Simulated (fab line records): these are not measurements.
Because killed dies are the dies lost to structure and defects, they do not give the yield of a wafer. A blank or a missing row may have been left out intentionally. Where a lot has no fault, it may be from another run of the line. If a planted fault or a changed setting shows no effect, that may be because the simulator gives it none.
fab line records	flow gf180mcu
record: lots: 14	wafers: 42	lastDay: 34
route steps=602 shown M3@411 V3@454 TOP_METAL@578
lots that met no fault: taken from a fault-free run of the same line
startH: the number of hours between the record's first day and the start of the first shown wafer of the lot	waitH: how many hours have passed since the lot's step before this one	" same as the row above	L1.1+2: a single row standing in for several wafers	- no value, or no start given	* or withheld: withheld	< > ~ a bound
route shown NAME@n: a module of which the file shows steps, and the number in the route of the first	usual: mean/standard deviation of fault-free wafers	same: alike in all rows	chamber/n: place in a boat	sites: each site's reading	_std_site: standard deviation of those values	_edge_site: mean of outer sites minus mean of inner sites	radiusMm: for every site, how far away it sits from the centre of the wafer	mask NAME#n: copy n	behind: tool/chamber where the wafer was last shaped	hold: reason for holding the lot/hours on hold/outcome of the hold	device: whichever transistor did not switch (one of n, p or np)	end of line: at the end of the route, the tests of the same wafers	step lacking rows: just its recipe	killed: not the wafer's yield, but the dies lost to structure and defects at the first sort	map: dies across one wafer; x = killed, . = not, _ = none there
set.NAME: setting as actually run; set.NAME@STEP: the setting as run at that earlier step	model.NAME: the simulator's own value behind a step, which no gauge read
a sample of lots followed through the steps of the route, with each step as a table and each wafer as a row
services: a tool's chamber out of use, with start hour (startH, from the record's first day; less than 0 if before it), hours out, and reason
== steps ==
step: GF_M3_SPUTTER_02
recipe: material: AlCu	targetThkNm: 450	powerW: 10600	timeS: 23.9	chamberPressurePa: 0.4
usual: cathodeDcPowerW: 10600/1.7	throttleValvePct: 29.7/0.85
lot.wafer	tool	chamber	startH	waitH	cathodeDcPowerW	throttleValvePct
L904.4	pvdSputter-03	-	474.47	0.0	10601	29.1
L904.5	"	-	"	"	10602	28.8
L904.6	"	-	"	"	10599	27.2
L907.3	pvdSputter-03	-	501.11	0.0	10597	28.9
L907.4	"	-	"	"	10600	27.2
L907.6	"	-	"	"	10597	27.0
L908.1	pvdSputter-01	-	504.99	0.0	10601	29.6
L908.4	"	-	"	"	10598	30.2
L908.5	"	-	"	"	10599	29.9
L909.1	pvdSputter-02	-	522.56	0.0	10604	29.4
L909.2	"	-	"	"	10599	30.8
L909.3	"	-	"	"	10600	29.9
L911.1	pvdSputter-02	-	539.78	0.0	10600	29.1
L911.2	"	-	"	"	10600	29.9
L911.5	"	-	"	"	10598	30.4
L912.1	pvdSputter-02	-	542.56	0.0	10598	29.9
L912.2	"	-	"	"	10597	30.2
L912.3	"	-	"	"	10602	29.2
L914.2	pvdSputter-02	-	565.75	0.0	10599	29.6
L914.4	"	-	"	"	10601	30.0
L914.6	"	-	"	"	10597	29.8
L916.4	pvdSputter-02	-	581.23	0.0	10601	30.9
L916.5	"	-	"	"	10599	30.1
L916.6	"	-	"	"	10601	30.9
L917.1	pvdSputter-02	-	593.24	0.0	10598	29.8
L917.4	"	-	"	"	10598	29.9
L917.6	"	-	"	"	10601	30.0
L920.4	pvdSputter-01	-	608.41	0.0	10598	29.6
L920.5	"	-	"	"	10599	30.0
L920.6	"	-	"	"	10597	29.7
L923.2	pvdSputter-02	-	626.86	0.0	10599	29.5
L923.3	"	-	"	"	10597	29.9
L923.6	"	-	"	"	10597	30.9
L924.2	pvdSputter-01	-	635.81	0.0	10600	29.8
L924.4	"	-	"	"	10601	29.7
L924.5	"	-	"	"	10599	29.8
L925.3	pvdSputter-02	-	641.72	0.0	10600	30.9
L925.4	"	-	"	"	10602	29.7
L925.6	"	-	"	"	10601	29.3
L926.4	pvdSputter-01	-	650.92	0.0	10600	29.4
L926.5	"	-	"	"	10599	29.2
L926.6	"	-	"	"	10600	29.7
step: GF_M3_SPUTTER_03
recipe: material: Ti	targetThkNm: 10	substrateTempC: 300	chamberPressurePa: 0.3	powerW: 3000	timeS: 6.7
usual: cathodeDcPowerW: 3000.0/0.6	throttleValvePct: 29.7/0.8
lot.wafer	tool	chamber	startH	waitH	cathodeDcPowerW	throttleValvePct
L904.4	pvdSputter-03	-	474.50	0.0	3000.6	28.7
L904.5	"	-	"	"	2999.3	29.0
L904.6	"	-	"	"	2999.1	27.3
L907.3	pvdSputter-03	-	501.14	0.0	2999.5	28.9
L907.4	"	-	"	"	3001.0	27.7
L907.6	"	-	"	"	3000.6	27.3
L908.1	pvdSputter-01	-	505.02	0.0	2999.8	30.1
L908.4	"	-	"	"	2999.2	30.3
L908.5	"	-	"	"	3000.1	29.9
L909.1	pvdSputter-02	-	522.59	0.0	2999.4	29.4
L909.2	"	-	"	"	2999.4	30.7
L909.3	"	-	"	"	2999.7	30.0
L911.1	pvdSputter-02	-	539.81	0.0	2999.7	29.2
L911.2	"	-	"	"	3000.8	29.7
L911.5	"	-	"	"	2999.9	30.1
L912.1	pvdSputter-02	-	542.59	0.0	3000.7	29.6
L912.2	"	-	"	"	2999.3	29.9
L912.3	"	-	"	"	2999.7	29.2
L914.2	pvdSputter-02	-	565.78	0.0	3000.5	29.4
L914.4	"	-	"	"	3000.2	30.0
L914.6	"	-	"	"	2999.2	29.8
L916.4	pvdSputter-02	-	581.26	0.0	3000.3	30.7
L916.5	"	-	"	"	2999.9	29.8
L916.6	"	-	"	"	2999.5	30.4
L917.1	pvdSputter-02	-	593.27	0.0	3000.1	29.8
L917.4	"	-	"	"	2999.4	30.2
L917.6	"	-	"	"	2999.0	29.8
L920.4	pvdSputter-01	-	608.44	0.0	3001.0	29.8
L920.5	"	-	"	"	2999.6	30.0
L920.6	"	-	"	"	3000.2	29.8
L923.2	pvdSputter-02	-	626.89	0.0	3000.1	29.1
L923.3	"	-	"	"	3000.5	30.0
L923.6	"	-	"	"	2999.3	30.5
L924.2	pvdSputter-01	-	635.84	0.0	2999.6	29.9
L924.4	"	-	"	"	3000.7	30.1
L924.5	"	-	"	"	2998.9	29.9
L925.3	pvdSputter-02	-	641.75	0.0	2999.3	30.7
L925.4	"	-	"	"	3000.0	29.7
L925.6	"	-	"	"	2999.9	29.2
L926.4	pvdSputter-01	-	650.95	0.0	3000.2	29.5
L926.5	"	-	"	"	3000.5	29.3
L926.6	"	-	"	"	2999.2	29.9
step: GF_V3_THK_MEAS_25
recipe: thkMeasGauge: xrf	reads: W_of_V3_CVD_23
usual: V3_W_THK: 349/5.4
lot.wafer	tool	chamber	startH	waitH	V3_W_THK[nm]
L904.4	filmMetro-04	-	524.81	0.1	347
L904.5	"	-	"	"	351
L904.6	"	-	"	"	347
L907.3	filmMetro-04	-	549.96	0.1	353
L907.4	"	-	"	"	354
L907.6	"	-	"	"	356
L908.1	filmMetro-04	-	553.11	0.1	351
L908.4	"	-	"	"	347
L908.5	"	-	"	"	349
L909.1	filmMetro-04	-	569.75	0.1	338
L909.2	"	-	"	"	346
L909.3	"	-	"	"	348
L911.1	filmMetro-03	-	586.24	0.1	351
L911.2	"	-	"	"	346
L911.5	"	-	"	"	353
L912.1	filmMetro-04	-	589.04	0.1	351
L912.2	"	-	"	"	345
L912.3	"	-	"	"	345
L914.2	filmMetro-04	-	611.76	0.1	353
L914.4	"	-	"	"	353
L914.6	"	-	"	"	359
L916.4	filmMetro-01	-	625.03	0.1	348
L916.5	"	-	"	"	347
L916.6	"	-	"	"	342
L917.1	filmMetro-03	-	637.35	0.1	351
L917.4	"	-	"	"	348
L917.6	"	-	"	"	352
L920.4	filmMetro-03	-	652.17	0.1	355
L920.5	"	-	"	"	351
L920.6	"	-	"	"	355
L923.2	filmMetro-04	-	669.21	0.1	343
L923.3	"	-	"	"	343
L923.6	"	-	"	"	342
L924.2	filmMetro-04	-	676.87	0.1	348
L924.4	"	-	"	"	349
L924.5	"	-	"	"	344
L925.3	filmMetro-03	-	682.86	0.1	348
L925.4	"	-	"	"	346
L925.6	"	-	"	"	340
L926.4	filmMetro-01	-	692.34	0.1	346
L926.5	"	-	"	"	343
L926.6	"	-	"	"	346
step: GF_TOP_METAL_EXPOSE_11
recipe: maskId: MetalTop	targetCdNm: 440	na: 0.6	sourceShape: conventional	sigmaOuter: 0.6	doseMj: 170
usual: exposureDoseMJCm2: 170.00/0.16	focusOffsetNm: 0.1/0.51
lot.wafer	tool	chamber	startH	waitH	mask	exposureDoseMJCm2	focusOffsetNm
L904.4	ilineStepper-01	0	649.39	-	MetalTop#0	169.84	0.3
L904.5	"	0	"	"	MetalTop#0	169.75	0.0
L904.6	"	0	"	"	MetalTop#0	169.97	-0.1
L907.3	ilineStepper-01	0	670.89	-	MetalTop#0	170.32	0.1
L907.4	"	0	"	"	MetalTop#0	170.17	0.6
L907.6	"	0	"	"	MetalTop#0	170.15	-0.4
L908.1	ilineStepper-01	0	673.38	-	MetalTop#0	169.99	-0.1
L908.4	"	0	"	"	MetalTop#0	169.92	-0.2
L908.5	"	0	"	"	MetalTop#0	169.76	-0.7
L909.1	ilineStepper-01	0	687.67	-	MetalTop#0	170.16	-0.3
L909.2	"	0	"	"	MetalTop#0	169.94	0.5
L909.3	"	0	"	"	MetalTop#0	169.95	-0.1
L911.1	ilineStepper-02	0	705.87	-	MetalTop#0	169.88	-0.3
L911.2	"	0	"	"	MetalTop#0	169.89	-0.1
L911.5	"	0	"	"	MetalTop#0	170.16	-0.5
L912.1	ilineStepper-01	0	706.29	-	MetalTop#0	169.89	-0.5
L912.2	"	0	"	"	MetalTop#0	169.97	-0.6
L912.3	"	0	"	"	MetalTop#0	169.78	-0.4
L914.2	ilineStepper-01	0	724.49	-	MetalTop#0	169.79	0.2
L914.4	"	0	"	"	MetalTop#0	169.71	0.9
L914.6	"	0	"	"	MetalTop#0	169.83	1.2
L916.4	ilineStepper-01	0	738.08	-	MetalTop#0	170.11	-0.2
L916.5	"	0	"	"	MetalTop#0	170.12	0.0
L916.6	"	0	"	"	MetalTop#0	169.89	-0.2
L917.1	ilineStepper-02	0	746.56	-	MetalTop#0	169.86	-0.3
L917.4	"	0	"	"	MetalTop#0	170.07	0.3
L917.6	"	0	"	"	MetalTop#0	169.96	-0.3
L920.4	ilineStepper-02	0	759.65	-	MetalTop#0	170.31	0.5
L920.5	"	0	"	"	MetalTop#0	169.94	0.8
L920.6	"	0	"	"	MetalTop#0	170.02	1.0
L923.2	ilineStepper-01	-	773.76	-	MetalTop#0	-	-
L923.3	"	-	"	"	MetalTop#0	-	-
L923.6	"	-	"	"	MetalTop#0	-	-
L924.2	ilineStepper-02	-	780.68	-	MetalTop#0	-	-
L924.4	"	-	"	"	MetalTop#0	-	-
L924.5	"	-	"	"	MetalTop#0	-	-
L925.3	ilineStepper-02	0	785.77	-	MetalTop#0	170.22	-0.6
L925.4	"	0	"	"	MetalTop#0	169.82	0.6
L925.6	"	0	"	"	MetalTop#0	170.00	0.4
L926.4	ilineStepper-02	0	791.61	-	MetalTop#0	169.69	-0.1
L926.5	"	0	"	"	MetalTop#0	169.78	0.3
L926.6	"	0	"	"	MetalTop#0	169.94	0.6
== services ==
tool	chamber	startH	hours	kind
pvdSputter-01	-	511.56	2.7	repair
pvdSputter-02	-	529.13	2.0	repair
pvdSputter-03	-	530.77	3.6	repair
pvdSputter-01	-	532.31	56.5	repair
ilineStepper-02	-	592.31	1.7	pm
pvdSputter-02	-	601.64	1.7	repair
ilineStepper-01	-	601.87	1.7	pm
ilineStepper-01	-	631.18	4.4	pm
ilineStepper-02	-	662.30	1.3	repair
pvdSputter-03	-	703.22	10.0	repair
pvdSputter-01	-	759.16	2.6	repair
ilineStepper-02	-	772.83	1.9	repair
== key ==
firstSign: step: GF_TOP_METAL_EXPOSE_11	reading: toolRecord	direction: missing
effect none on later readings
metAt GF_TOP_METAL_EXPOSE_11
struckLots L923,L924
laterRowsLeftOut L923.2,L923.3,L923.6,L924.2,L924.4,L924.5
sortLeftOut L923.2,L923.3,L923.6,L924.2,L924.4,L924.5
notActingAt GF_M3_SPUTTER_02,GF_M3_SPUTTER_03,GF_V3_THK_MEAS_25
onsetBetween 759.65 773.76
fault: kind: skippedStepWhole	tool: ilineStepper-01,ilineStepper-02	chamber: -	onsetH: 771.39	steps: GF_TOP_METAL_EXPOSE_11	scope: struckLotsOnly
sortLeftOut: the simulated sort isn't trusted on such a fault, so these wafers' sort isn't shown, and their yield isn't known
laterRowsLeftOut: the simulator's readings of these wafers behind a module that went badly wrong aren't trusted and aren't shown, but for the sort
